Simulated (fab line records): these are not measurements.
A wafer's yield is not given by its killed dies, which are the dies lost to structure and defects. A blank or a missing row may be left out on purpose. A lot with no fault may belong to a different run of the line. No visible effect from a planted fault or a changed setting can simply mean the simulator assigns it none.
Which tool did it?    flow gf180mcu    39 wafers from 13 lots sampled at 4 of the route's 602 steps

== WHAT EACH GAUGE READ, for each wafer ==
GF_CONTACT_THK_MEAS_01.
lot   measured      on             CONTACT_CVD_00_THK (nm)
L116  day 15 07:38  film metro-01  299 302 296
L117  day 15 14:58  film metro-03  301 301 300
L120  day 16 19:25  film metro-04  302 303 298
L121  day 17 06:58  film metro-04  295 297 305
L122  day 17 16:46  film metro-04  298 301 301
L123  day 18 04:17  film metro-01  304 303 304
L126  day 19 05:32  film metro-01  299 296 299
L127  day 19 16:32  film metro-03  304 304 301
L133  day 21 17:50  film metro-01  303 304 301
L134  day 21 21:32  film metro-01  299 301 306
L136  day 22 14:28  film metro-01  302 297 305
L137  day 22 22:11  film metro-03  304 301 298
L138  day 23 06:07  film metro-03  304 303 304

GF_M1_CD_MEAS_14: the cd target is 230 nm.
lot   measured      on         cd nm (nm)
L116  day 17 05:22  cd sem-01  229.3 230.9 230.6
L117  day 17 13:57  cd sem-01  228.5 229.3 229.4
L120  day 18 20:12  cd sem-02  230.1 230.5 230.7
L121  day 19 07:33  cd sem-01  229.5 229.7 230.2
L122  day 19 17:21  cd sem-02  231.6 230.1 232.6
L123  day 20 05:18  cd sem-01  230.1 229.1 229.1
L126  day 21 07:12  cd sem-01  228.4 229.1 228.8
L127  day 21 17:54  cd sem-01  230.0 231.2 230.4
L133  day 23 18:10  cd sem-01  230.1 229.4 229.1
L134  day 23 22:50  cd sem-01  229.3 229.8 230.5
L136  day 24 13:16  cd sem-01  231.2 230.9 229.0
L137  day 24 21:19  cd sem-01  229.9 230.9 231.4
L138  day 25 05:09  cd sem-01  231.2 232.2 230.6

GF_V1_THK_MEAS_01.
lot   measured      on             V1_CVD_00_THK (nm)
L116  day 17 06:15  film metro-02  601 605 606
L117  day 17 14:52  film metro-01  601 602 606
L120  day 18 21:13  film metro-01  608 601 606
L121  day 19 08:34  film metro-04  602 602 602
L122  day 19 18:21  film metro-02  595 596 605
L123  day 20 06:13  film metro-04  598 596 601
L126  day 21 08:14  film metro-02  477 479 482
L127  day 21 18:58  film metro-02  485 486 491
L133  day 23 19:02  film metro-02  600 601 600
L134  day 23 23:43  film metro-04  603 604 605
L136  day 24 14:10  film metro-04  604 598 596
L137  day 24 22:12  film metro-04  605 607 620
L138  day 25 06:02  film metro-04  605 605 598

== WHAT TOOL EACH LOT RAN ON (gives the tool, then ch and the chambers of the sampled wafers, and finally the start) ==
lot   GF_V1_CVD_00
L116  hdpcvd-02 ch 0,1,2, day 17 06:10
L117  hdpcvd-01 ch 1,2, day 17 14:48
L120  hdpcvd-01 ch 1,2, day 18 21:09
L121  hdpcvd-02 ch 0,1,2, day 19 08:29
L122  hdpcvd-01 ch 0,1,2, day 19 18:17
L123  hdpcvd-02 ch 0,1, day 20 06:09
L126  hdpcvd-01 ch 1,2, day 21 08:10
L127  hdpcvd-01 ch 0,1, day 21 18:53
L133  hdpcvd-02 ch 0,1,2, day 23 18:58
L134  hdpcvd-02 ch 0,1, day 23 23:38
L136  hdpcvd-02 ch 0,1,2, day 24 14:05
L137  hdpcvd-01 ch 0,1,2, day 24 22:07
L138  hdpcvd-01 ch 1,2, day 25 05:58
- GF_V1_CVD_00: deposits SiO2, target thk 600 nm, time 100 s.

== WHAT THE TOOLS THEMSELVES READ (means of the sampled wafers that have a number; where no wafer has one, the mark that the record gives instead) ==
GF_V1_CVD_00.
lot   tool       sih4 flow sccm (sccm)
L116  hdpcvd-02  60.10
L117  hdpcvd-01  60.08
L120  hdpcvd-01  59.95
L121  hdpcvd-02  60.08
L122  hdpcvd-01  60.07
L123  hdpcvd-02  59.87
L126  hdpcvd-01  48.14
L127  hdpcvd-01  47.85
L133  hdpcvd-02  59.99
L134  hdpcvd-02  60.05
L136  hdpcvd-02  59.99
L137  hdpcvd-01  59.92
L138  hdpcvd-01  60.14

== THE ANSWER, worked out from the rows above alone ==
Rule: the usual values come from the lots themselves. The widest of any qualifying gaps counts: lots, ordered by their means at a reading, are off when they make up no more than a third of the lots, leave a main group of 4 or more, and stand apart from it by 3 or more times the standard deviation of that group's means. A main group whose means are all the same, to the digits that the tables above print for the reading, isn't used. A lot without any number at a reading at which 4 lots or more have one is off too. All remaining lots with rows at the step are treated as sound. First the gauges in route order, then the tools' own readings, where a lot's mean is used as printed above. At the first step where some lot is off, the reading lying furthest off is the one used; lots without a number count as furthest.
Off: L126, L127, seen at GF_V1_THK_MEAS_01 (V1_CVD_00_THK). The main group has a mean of 603 nm with a standard deviation of 3.4.
If a tool, at a process step before that reading, ran all the lots that are off and no sound lot after the first of them, it fits. Not tried: the gauges at GF_V1_THK_MEAS_01; whatever is off there is also off at GF_V1_CVD_00, on other tools, and gauge error can't account for it. Not one of the candidates tried fits.

== WHAT THE SIMULATOR HAD PUT IN ==
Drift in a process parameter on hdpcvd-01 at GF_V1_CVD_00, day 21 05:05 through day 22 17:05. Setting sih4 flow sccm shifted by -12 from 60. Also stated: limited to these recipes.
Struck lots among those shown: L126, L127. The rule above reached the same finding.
